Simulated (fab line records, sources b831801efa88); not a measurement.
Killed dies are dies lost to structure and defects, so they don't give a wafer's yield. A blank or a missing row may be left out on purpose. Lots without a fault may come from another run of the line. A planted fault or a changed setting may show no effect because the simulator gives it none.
Problem report in the 8D (eight disciplines) form, filled by code | flow gf180mcu | the parts of the form that need people (team, actions taken, sign-off) are left out

1. THE PROBLEM
beam_energy_keV at GF_HV_LDD_IMPLANT_21 reads a mean of 25.685 on 6 wafers of 2 lots; wafers without a fault read 24.999 with a standard deviation of 0.0087. That is +79 standard deviations from the usual mean.
First seen on wafer L348.2, day 12 07:07, on implanter-04. The record holds 42 wafers of 14 lots with a number at this step. Rule for "out", or "out of limits": more than 4 standard deviations from the usual mean. The other wafers with a number count as sound.

2. WHAT IT IS AND WHAT IT IS NOT
question                    | is                     | is not
which readings at this step | beam_energy_keV        | end_station_pressure_torr
which lots                  | L348, L352             | L343, L344, L345, L346, L347, L359, L360, L361, L362, L363, L364, L365
which wafers of those lots  | all that have a number | -
read on which tools         | implanter-04           | implanter-01, implanter-03
when                        | from day 12 07:07      | up to then (15 sound wafers); but 21 sound wafers of L359, L360, L361, L362, L363, L364, L365 came after

3. SUSPECTS, AND WHAT RULES EACH OUT
Counting: a tool at a process step up to the reading stays a suspect if it ran every lot that is out and no sound lot after the first of them.
- implanter-04 at GF_HV_LDD_IMPLANT_21: ruled out as a lasting fault. Sound lots L365 ran on it after its first lot that is out, L348 (day 12 07:07).
Left after counting: nothing in the record.

4. THE CAUSE (what the simulator had put in)
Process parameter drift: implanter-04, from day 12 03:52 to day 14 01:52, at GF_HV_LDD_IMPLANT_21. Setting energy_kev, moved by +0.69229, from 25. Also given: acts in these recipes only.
Counting ruled it out, wrongly.

5. THE CHAIN OF EFFECTS, in route order
Each row: a reading whose mean over the struck wafers that have a number lies more than 3 standard deviations from the usual. Only readings for which the record gives a usual standard deviation are gone through. hours: the time from each lot's start at the first step in this table that gives one to its start at this step, as a median over the lots. sigmas: the change in usual standard deviations.
hours | step                 | reading         | usual  | on struck wafers | change | sigmas
0     | GF_HV_LDD_IMPLANT_21 | beam_energy_keV | 24.999 | 25.685           | +0.686 | +79
The process steps in it:
- GF_HV_LDD_IMPLANT_21
Later measuring or inspecting steps at which every struck wafer that the step has a row for has a number for every such reading, and none has moved that far: GF_HV_LDD_CD_MEAS_31, GF_HV_LDD_OVL_MEAS_32.

6. WHAT WOULD HAVE CAUGHT IT SOONER
In this record the first reading out of limits was taken at day 12 07:07, 3 hours after the fault began at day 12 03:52.
